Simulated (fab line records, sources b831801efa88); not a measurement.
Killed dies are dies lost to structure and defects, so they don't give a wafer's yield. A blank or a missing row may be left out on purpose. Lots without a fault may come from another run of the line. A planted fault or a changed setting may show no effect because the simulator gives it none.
fab line records | flow sfq_line
record lots=7 wafers=21 last_day=90
route steps=325 shown I2@107 M3@118
lots that met no fault: from a run of the same line without faults
start_h: hours from the record's first day to the start of the lot's first wafer shown | wait_h: hours since the lot's step before | " the same as in the row above | L1.1+2: a row that stands for several wafers | - no value, or no start given | * or withheld: withheld | < > ~ a bound
route shown NAME@n: a module of which the file shows steps, and the number in the route of the first | usual: mean/standard deviation of fault-free wafers | same: alike in all rows | chamber/n: place in a boat | sites: the reading at each site | _std_site: their standard deviation | _edge_site: outer sites' mean less inner sites' | radius_mm: how far each site lies from the wafer's centre | mask NAME#n: copy n | behind: the tool/chamber that last shaped the wafer | hold: why the lot was held/for how many hours/how that ended | device: the transistor (n, p or np) that didn't switch | end of line: the same wafers' tests at the end of the route | a step without rows: its recipe alone | killed: dies lost to structure and defects at the first sort, not the wafer's yield | map: a wafer's dies, x killed, . not, _ none there
set.NAME: the setting as run; set.NAME@STEP: as run at that earlier step | model.NAME: the simulator's own value behind a step, which no gauge read
lots at some steps of the route; a table a step, a row a wafer
services: from which hour (start_h, from the record's first day; less than 0 if before it) a tool's chamber was out of use, for how many hours, and why
## steps
# step SFQ_TRILAYER_I2_VIA_LITHO_COAT_072
# recipe resist=BARC spin_rpm=3000 resist_thk_nm=62
# step SFQ_TRILAYER_I2_VIA_LITHO_COAT_067
# recipe resist=KrF spin_rpm=3000 resist_thk_nm=650
# step SFQ_TRILAYER_I2_VIA_LITHO_SOFTBAKE_071
# recipe temp_c=withheld time_s=withheld resist=KrF
# step SFQ_TRILAYER_I2_VIA_LITHO_EXPOSE_068
# recipe mask_id=I2 na=0.6 source_shape=conventional sigma_outer=0.65 target_cd_nm=500 dose_mj=21.3
# step SFQ_TRILAYER_I2_VIA_LITHO_PEB_070
# recipe peb_temp_c=115 peb_time_s=60 resist=KrF
# step SFQ_TRILAYER_I2_VIA_LITHO_DEVELOP_069
# recipe time_s=60 resist=KrF
# step SFQ_I2_OVL_MEAS_918
# usual I2_OVL=1/5.2
# columns lot.wafer tool chamber start_h wait_h I2_OVL[nm]
L782.1 overlay-02 - 780.20 0.1 -7
L782.3 " - " " -8
L782.5 " - " " -4
L783.1 overlay-01 - 782.71 0.1 4
L783.3 " - " " 1
L783.6 " - " " -4
L784.2 overlay-02 - 789.83 0.1 -6
L784.3 " - " " -3
L784.4 " - " " -6
L787.1 overlay-01 - 919.74 0.1 -1
L787.3 " - " " -1
L787.5 " - " " 4
L789.1 overlay-02 - 926.07 0.1 8
L789.2 " - " " 7
L789.4 " - " " 4
L797.2 overlay-01 - 987.40 0.1 14
L797.3 " - " " 14
L797.6 " - " " 15
L800.1 overlay-01 - 1000.72 0.1 8
L800.3 " - " " 3
L800.6 " - " " 5
# step SFQ_TRILAYER_I2_VIA_BARC_OPEN_VIA_ETCH_096
# recipe mask_material=PR chemistry=O2 target_depth_nm=125 target=BARC source_w=500 bias_w=80 pressure_mtorr=30 time_s=41.7
# usual drypump_motor_current_A=5.6/0.36 oes_product_au=0.685/0.005
# columns lot.wafer tool chamber start_h wait_h drypump_motor_current_A oes_product_au rf_hours_counter_h
L782.1 rie_diel-03 0 780.23 0.0 5.3 0.683 14
L782.3 " 2 " " 6.2 0.688 6
L782.5 " 1 " " 5.7 0.688 -
L783.1 rie_diel-01 1 782.75 0.0 5.8 0.689 9
L783.3 " 0 " " 5.4 0.679 6
L783.6 " 2 " " 6.0 0.694 -
L784.2 rie_diel-03 1 789.86 0.0 5.7 0.685 14
L784.3 " 0 " " 5.3 0.689 14
L784.4 " 3 " " 5.3 0.681 11
L787.1 rie_diel-03 0 919.78 0.0 5.2 0.693 17
L787.3 " 1 " " 5.7 0.683 16
L787.5 " 3 " " 5.3 0.687 -
L789.1 rie_diel-02 3 926.11 0.0 5.8 0.683 20
L789.2 " 2 " " 5.8 0.688 18
L789.4 " 0 " " 5.5 0.681 15
L797.2 rie_diel-03 3 987.43 0.0 5.3 0.683 14
L797.3 " 1 " " 5.7 0.687 17
L797.6 " 1 " " 5.7 0.687 -
L800.1 rie_diel-02 2 1000.75 0.0 5.8 0.683 19
L800.3 " 3 " " 5.8 0.688 21
L800.6 " 1 " " 4.9 0.685 -
# step SFQ_TRILAYER_I2_VIA_ETCH_VIA_ETCH_070
# recipe target=SiO2 stop_on=Nb mask_material=PR taper_deg=20 chemistry=CHF3 target_depth_nm=260 source_w=500 bias_w=80 pressure_mtorr=30 time_s=withheld
# usual drypump_motor_current_A=5.6/0.36 oes_product_au=0.853/0.0055
# columns lot.wafer tool chamber start_h wait_h drypump_motor_current_A oes_product_au
L782.1 rie_diel-03 0 780.27 0.0 5.3 0.849
L782.3 " 2 " " 6.2 0.858
L782.5 " 1 " " 5.7 0.854
L783.1 rie_diel-01 1 782.79 0.0 5.8 0.849
L783.3 " 0 " " 5.4 0.855
L783.6 " 2 " " 6.0 0.849
L784.2 rie_diel-03 1 789.90 0.0 5.7 0.854
L784.3 " 0 " " 5.3 0.859
L784.4 " 3 " " 5.3 0.848
L787.1 rie_diel-03 0 919.81 0.0 5.3 0.851
L787.3 " 1 " " 5.7 0.860
L787.5 " 3 " " 5.3 0.846
L789.1 rie_diel-02 3 926.15 0.0 5.8 0.849
L789.2 " 2 " " 5.8 0.849
L789.4 " 0 " " 5.5 0.849
L797.2 rie_diel-03 3 987.47 0.0 5.3 0.852
L797.3 " 1 " " 5.7 0.858
L797.6 " 1 " " 5.7 0.856
L800.1 rie_diel-02 2 1000.79 0.0 5.8 0.853
L800.3 " 3 " " 5.8 0.863
L800.6 " 1 " " 4.9 0.853
# step SFQ_TRILAYER_I2_VIA_STRIP_STRIP_071
# recipe gas=O2 power_w=200 platen_temp_c=40 overash_fraction=0.65 chemistry=O2 pressure_mtorr=50
# usual drypump_motor_current_A=5.7/0.54 oes_product_au=1.001/0.011 platen_temp_c=39.99/0.13
# columns lot.wafer tool chamber start_h wait_h drypump_motor_current_A oes_product_au platen_temp_c rf_hours_counter_h
L782.1 rie_metal-04 1 780.39 - 5.9 1.000 40.06 78
L782.3 " 0 " " 5.7 1.018 39.92 -
L782.5 " 1 " " 5.9 0.992 40.00 -
L783.1 rie_metal-01 1 782.90 - 6.7 1.001 39.78 28
L783.3 " 0 " " 5.1 1.004 39.75 -
L783.6 " 0 " " 5.1 0.997 39.92 -
L784.2 rie_metal-02 0 790.01 - 5.0 0.999 39.93 58
L784.3 " 1 " " 5.7 1.006 39.85 -
L784.4 " 0 " " 5.0 0.990 39.79 -
L787.1 rie_metal-04 1 919.93 - 5.9 1.005 39.93 97
L787.3 " 0 " " 5.7 1.026 39.85 -
L787.5 " 0 " " 5.7 1.014 40.05 -
L789.1 rie_metal-02 1 926.26 - 5.7 0.993 40.07 52
L789.2 " 0 " " 5.0 0.988 39.89 77
L789.4 " 0 " " 5.0 0.989 39.74 -
L797.2 rie_metal-04 1 987.58 - 5.9 1.002 39.83 107
L797.3 " 0 " " 5.7 1.019 40.15 -
L797.6 " 0 " " 5.7 1.018 40.11 -
L800.1 rie_metal-04 0 1000.91 - 5.7 1.017 39.86 69
L800.3 " 1 " " 5.9 1.011 40.19 -
L800.6 " 1 " " 5.9 1.005 39.99 -
# step SFQ_TRILAYER_I2_VIA_STRIP_SOLV_CLEAN_072
# recipe chemistry=NMP temp_c=70 time_s=600
# step SFQ_TRILAYER_M3_DEP_PRE_CLEAN_074
# recipe gas=Ar time_s=22.5 bias_v=250
# step SFQ_TRILAYER_M3_DEP_SPUTTER_073
# recipe material=Nb base_pressure_pa=1.33e-06 chamber_pressure_pa=0.1333 substrate_temp_c=20 resputter_cathode_voltage_v=400 target_thk_nm=200 power_w=2000 time_s=133.3
# usual cathode_dc_power_W=2000.0/0.37 throttle_valve_pct=30.2/0.99
# columns lot.wafer tool chamber start_h wait_h cathode_dc_power_W throttle_valve_pct
L782.1 pvd_sputter-05 - 781.21 0.0 1999.6 30.6
L782.3 " - " " 1999.2 31.6
L782.5 " - " " 2000.9 31.5
L783.1 pvd_sputter-03 - 783.70 0.0 2000.5 28.9
L783.3 " - " " 2000.5 28.6
L783.6 " - " " 2000.6 31.0
L784.2 pvd_sputter-05 - 790.82 0.0 1999.8 31.2
L784.3 " - " " 2000.3 30.1
L784.4 " - " " 2000.4 30.0
L787.1 pvd_sputter-05 - 921.14 0.0 1999.7 30.0
L787.3 " - " " 2000.0 30.4
L787.5 " - " " 1999.9 31.4
L789.1 pvd_sputter-05 - 927.07 0.0 2000.2 30.3
L789.2 " - " " 1999.4 29.9
L789.4 " - " " 1999.8 30.3
L797.2 pvd_sputter-06 - 988.39 0.0 1999.9 29.0
L797.3 " - " " 2000.5 31.8
L797.6 " - " " 1999.9 30.4
L800.1 pvd_sputter-06 - 1001.71 0.0 1999.9 30.4
L800.3 " - " " 1999.9 29.4
L800.6 " - " " 1999.8 30.4
# step SFQ_M3_RS_MEAS_919
# recipe thk_meas_gauge=four-point-probe reads=Nb_of_TRILAYER_M3_DEP_SPUTTER_073
# usual M3_NB_RS=0.889/0.01
# columns lot.wafer tool chamber start_h wait_h M3_NB_RS[ohm/sq]
L782.1 film_metro-01 - 781.30 0.0 0.903
L782.3 " - " " 0.895
L782.5 " - " " 0.898
L783.1 film_metro-02 - 783.79 0.0 0.910
L783.3 " - " " 0.898
L783.6 " - " " 0.899
L784.2 film_metro-02 - 790.93 0.1 0.881
L784.3 " - " " 0.889
L784.4 " - " " 0.983
L787.1 film_metro-02 - 921.24 0.1 0.997
L787.3 " - " " 0.898
L787.5 " - " " 0.895
L789.1 film_metro-01 - 927.17 0.1 0.889
L789.2 " - " " 1.006
L789.4 " - " " 0.894
L797.2 film_metro-01 - 988.50 0.1 0.883
L797.3 " - " " 0.883
L797.6 " - " " 0.888
L800.1 film_metro-01 - 1001.80 0.0 0.902
L800.3 " - " " 0.894
L800.6 " - " " 0.903
# step SFQ_TRILAYER_M3_LITHO_COAT_080
# recipe resist=BARC spin_rpm=3000 resist_thk_nm=62
# step SFQ_TRILAYER_M3_LITHO_COAT_075
# recipe resist=KrF spin_rpm=3000 resist_thk_nm=600
# step SFQ_TRILAYER_M3_LITHO_SOFTBAKE_079
# recipe temp_c=withheld time_s=withheld resist=KrF
# step SFQ_TRILAYER_M3_LITHO_EXPOSE_076
# recipe mask_id=M3 na=0.6 source_shape=conventional sigma_outer=0.65 target_cd_nm=500 dose_mj=14.4
# step SFQ_TRILAYER_M3_LITHO_PEB_078
# recipe peb_temp_c=115 peb_time_s=60 resist=KrF
# step SFQ_TRILAYER_M3_LITHO_DEVELOP_077
# recipe time_s=60 resist=KrF
# step SFQ_M3_OVL_MEAS_921
# usual M3_OVL=1/5.5
# columns lot.wafer tool chamber start_h wait_h M3_OVL[nm]
L782.1 overlay-01 - 783.91 0.1 9
L782.3 " - " " 14
L782.5 " - " " 3
L783.1 overlay-02 - 786.22 0.1 4
L783.3 " - " " 0
L783.6 " - " " 3
L784.2 overlay-02 - 794.25 0.1 10
L784.3 " - " " 7
L784.4 " - " " 9
L787.1 overlay-01 - 923.67 0.1 -10
L787.3 " - " " -10
L787.5 " - " " -8
L789.1 overlay-02 - 1070.37 0.1 0
L789.2 " - " " -5
L789.4 " - " " 0
L797.2 overlay-01 - 1119.06 0.1 0
L797.3 " - " " 7
L797.6 " - " " -1
L800.1 overlay-02 - 1132.38 0.1 -3
L800.3 " - " " -3
L800.6 " - " " -3
# step SFQ_TRILAYER_M3_BARC_OPEN_METAL_ETCH_100
# recipe mask_material=PR chemistry=O2 target_depth_nm=125 target=BARC icp_w=600 bias_w=80 pressure_mtorr=10 time_s=41.7
# usual drypump_motor_current_A=5.5/0.6 oes_product_au=0.684/0.0046
# columns lot.wafer tool chamber start_h wait_h drypump_motor_current_A oes_product_au rf_hours_counter_h
L782.1 rie_metal-02 0 783.95 0.0 5.0 0.689 57
L782.3 " 1 " " 5.7 0.678 -
L782.5 " 1 " " 5.8 0.686 -
L783.1 rie_metal-02 0 786.26 0.0 5.0 0.685 57
L783.3 " 0 " " 5.0 0.687 -
L783.6 " 0 " " 5.0 0.680 -
L784.2 rie_metal-01 0 794.28 0.0 5.1 0.685 53
L784.3 " 0 " " 5.1 0.684 -
L784.4 " 1 " " 6.7 0.675 -
L787.1 rie_metal-02 0 923.71 0.0 5.1 0.691 77
L787.3 " 1 " " 5.8 0.680 -
L787.5 " 1 " " 5.8 0.684 -
L789.1 rie_metal-01 0 1070.40 0.0 5.1 0.683 95
L789.2 " 1 " " 6.6 0.694 72
L789.4 " 0 " " 5.1 0.691 -
L797.2 rie_metal-02 0 1119.09 0.0 5.0 0.696 104
L797.3 " 1 " " 5.7 0.685 -
L797.6 " 1 " " 5.7 0.680 -
L800.1 rie_metal-03 1 1132.42 0.0 5.2 0.686 90
L800.3 " 1 " " 5.2 0.687 -
L800.6 " 0 " " 5.1 0.685 -
# step SFQ_TRILAYER_M3_ETCH_METAL_ETCH_078
# recipe target=Nb stop_on=SiO2 mask_material=PR chemistry=Cl2/Ar target_depth_nm=240 icp_w=600 bias_w=80 pressure_mtorr=10 time_s=120
# usual drypump_motor_current_A=5.5/0.6 oes_product_au=0.895/0.0069
# columns lot.wafer tool chamber start_h wait_h drypump_motor_current_A oes_product_au rf_hours_counter_h
L782.1 rie_metal-02 0 784.01 0.0 5.0 0.887 57
L782.3 " 1 " " 5.7 0.891 -
L782.5 " 1 " " 5.8 0.892 -
L783.1 rie_metal-02 0 786.32 0.0 5.0 0.879 57
L783.3 " 0 " " 5.0 0.885 -
L783.6 " 0 " " 5.0 0.882 -
L784.2 rie_metal-01 0 794.34 0.0 5.1 0.903 53
L784.3 " 0 " " 5.1 0.895 -
L784.4 " 1 " " 6.7 0.854 -
L787.1 rie_metal-02 0 923.77 0.0 5.0 0.842 77
L787.3 " 1 " " 5.7 0.892 -
L787.5 " 1 " " 5.7 0.894 -
L789.1 rie_metal-01 0 1070.46 0.0 5.1 0.893 95
L789.2 " 1 " " 6.7 0.832 73
L789.4 " 0 " " 5.1 0.893 -
L797.2 rie_metal-02 0 1119.15 0.0 5.0 0.889 104
L797.3 " 1 " " 5.7 0.893 -
L797.6 " 1 " " 5.7 0.901 -
L800.1 rie_metal-03 1 1132.48 0.0 5.3 0.881 90
L800.3 " 1 " " 5.3 0.896 -
L800.6 " 0 " " 5.1 0.880 -
# step SFQ_TRILAYER_M3_STRIP_STRIP_079
# recipe gas=O2 power_w=200 platen_temp_c=40 overash_fraction=0.65 chemistry=O2 pressure_mtorr=50
# usual drypump_motor_current_A=5.5/0.6 oes_product_au=0.996/0.0083 platen_temp_c=39.99/0.13
# columns lot.wafer tool chamber start_h wait_h drypump_motor_current_A oes_product_au platen_temp_c rf_hours_counter_h
L782.1 rie_metal-02 0 784.13 0.1 5.0 0.992 40.04 57
L782.3 " 1 " " 5.7 0.992 40.10 -
L782.5 " 1 " " 5.7 0.986 40.05 -
L783.1 rie_metal-02 0 786.45 0.1 5.0 0.993 40.05 57
L783.3 " 0 " " 5.0 0.992 39.94 -
L783.6 " 0 " " 5.0 0.989 40.05 -
L784.2 rie_metal-01 0 794.47 0.1 5.1 0.990 40.13 53
L784.3 " 0 " " 5.1 0.996 40.13 -
L784.4 " 1 " " 6.7 1.002 40.07 -
L787.1 rie_metal-02 0 923.90 0.1 5.0 0.997 39.80 77
L787.3 " 1 " " 5.7 0.988 39.95 -
L787.5 " 1 " " 5.7 0.990 39.87 -
L789.1 rie_metal-01 0 1070.59 0.1 5.1 1.002 39.98 96
L789.2 " 1 " " 6.6 0.991 39.95 73
L789.4 " 0 " " 5.1 0.997 40.01 -
L797.2 rie_metal-02 0 1119.28 0.1 5.1 0.995 40.07 104
L797.3 " 1 " " 5.7 0.991 40.09 -
L797.6 " 1 " " 5.7 0.991 40.09 -
L800.1 rie_metal-03 1 1132.60 0.1 5.3 1.005 39.89 90
L800.3 " 1 " " 5.3 1.001 39.80 -
L800.6 " 0 " " 5.1 1.004 39.83 -
## services
# columns tool chamber start_h hours kind
rie_diel-02 - 758.88 14.6 pm
rie_metal-02 1 766.66 2.5 repair
rie_metal-03 - 775.99 1.6 repair
rie_metal-03 - 786.71 14.6 pm
rie_metal-01 - 798.07 0.6 repair
rie_metal-03 1 836.29 15.4 repair
pvd_sputter-05 - 842.67 0.7 repair
rie_diel-02 3 861.68 1.2 repair
rie_metal-02 0 882.00 13.3 repair
rie_diel-03 3 908.34 5.7 repair
rie_metal-04 - 910.24 0.8 repair
rie_metal-03 - 911.19 1.9 repair
rie_metal-02 1 914.88 6.1 repair
rie_diel-03 0 927.59 3.1 repair
rie_diel-03 0 970.45 9.1 repair
rie_metal-02 - 971.30 28.1 pm
pvd_sputter-05 - 994.78 2.3 repair
rie_metal-01 - 1006.23 1.4 pm
rie_metal-02 0 1025.59 2.3 repair
rie_diel-02 2 1066.30 6.9 repair
rie_diel-03 0 1073.70 20.6 repair
rie_diel-02 0 1086.68 3.1 repair
rie_diel-02 3 1087.78 3.9 repair
rie_diel-02 3 1127.02 16.1 repair
## key
first_sign step=SFQ_M3_RS_MEAS_919 reading=M3_NB_RS direction=up sigmas=11 usual=0.889 struck=0.995
effect step=SFQ_TRILAYER_M3_ETCH_METAL_ETCH_078 reading=oes_product_au direction=down sigmas=7.6 usual=0.895 struck=0.842
met_at SFQ_TRILAYER_M3_DEP_SPUTTER_073
struck_wafers L784.4,L787.1,L789.2
fault kind=site_profile_drift tool=pvd_sputter-05 chamber=- onset_h=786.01 steps=SFQ_TRILAYER_M3_DEP_SPUTTER_073 basis=fraction max_abs_drift=0.23003 slope_share_per_hr=51.119 site_pattern=0,0,0,0,0,-1,-1,-1,-1 scope=struck_wafers_only
